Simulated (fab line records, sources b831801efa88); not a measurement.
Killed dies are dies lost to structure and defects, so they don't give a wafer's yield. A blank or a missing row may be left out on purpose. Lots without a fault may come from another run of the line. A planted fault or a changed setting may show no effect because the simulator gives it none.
One fault seen from 2 desks | flow sfq_line | each desk has only its own numbers; what lay behind them comes last

THE TOOL OWNER'S DESK: rie_metal-03
The tool's own readings at SFQ_TRILAYER_M4_BARC_OPEN_METAL_ETCH_123 (etches BARC in O2, target depth 125 nm, time 41.7 s): means of the sampled wafers that have a number, for each lot that ran on this tool. A lot is out of limits, marked OUT, if its mean lies more than 4 standard deviations from the usual mean; the brackets give that distance.
Columns: A = drypump_motor_current_A at SFQ_TRILAYER_M4_BARC_OPEN_METAL_ETCH_123, usual 5.44 A; B = oes_product_au at SFQ_TRILAYER_M4_BARC_OPEN_METAL_ETCH_123, usual 0.685 a.u.; C = rf_fwd_power_W at SFQ_TRILAYER_M4_BARC_OPEN_METAL_ETCH_123, usual 592.8 W
lot  | first seen here | A    | B     | C
L855 | day 55 15:41    | 5.42 | 0.685 | 528.3 (-31) OUT
L857 | day 57 03:38    | 5.48 | 0.678 | 559.5 (-16) OUT
L865 | day 60 10:39    | 5.51 | 0.684 | 592.4
L871 | day 62 07:19    | 5.50 | 0.688 | 592.7
This desk's finding: out of limits on L855, L857; first on L855, day 55 15:41 (rf_fwd_power_W at SFQ_TRILAYER_M4_BARC_OPEN_METAL_ETCH_123). In limits: L865, L871.

THE METROLOGY DESK
What the gauges read, lot by lot, whatever tool the lot ran on: means of the sampled wafers that have a number. A lot is out of limits, marked OUT, if its mean lies more than 4 standard deviations from the usual mean; the brackets give that distance.
Columns: A = M4_NB_RS at SFQ_M4_RS_MEAS_924, usual 0.891 ohm/sq; B = M4_OVL at SFQ_M4_OVL_MEAS_926, usual -1 nm
lot  | first seen here | A     | B
L849 | day 49 06:22    | 0.889 | 1
L855 | day 50 23:10    | 0.902 | 1
L857 | day 52 15:58    | 0.892 | 5
L865 | day 55 23:56    | 0.904 | -7
L867 | day 56 11:58    | 0.887 | 2
L871 | day 57 08:19    | 0.884 | -1
This desk's finding: nothing out of limits on any of the 6 lots.

PUT TOGETHER
The tool owner's desk could have raised an alarm at day 55 15:41, on L855, L857.
The metrology desk saw nothing out of limits.
The metrology desk has L855, L857 on record, within its limits.
Of the lots named, all ran SFQ_TRILAYER_M4_BARC_OPEN_METAL_ETCH_123 on rie_metal-03.

WHAT THE SIMULATOR HAD PUT IN
Process parameter drift: rie_metal-03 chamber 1, from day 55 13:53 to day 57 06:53, at SFQ_TRILAYER_M4_BARC_OPEN_METAL_ETCH_123. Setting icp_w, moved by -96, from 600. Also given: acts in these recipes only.
Lots struck among those shown: L855, L857.
Hours from the fault's start to each desk's first reading out of limits: the tool owner's desk, 2.
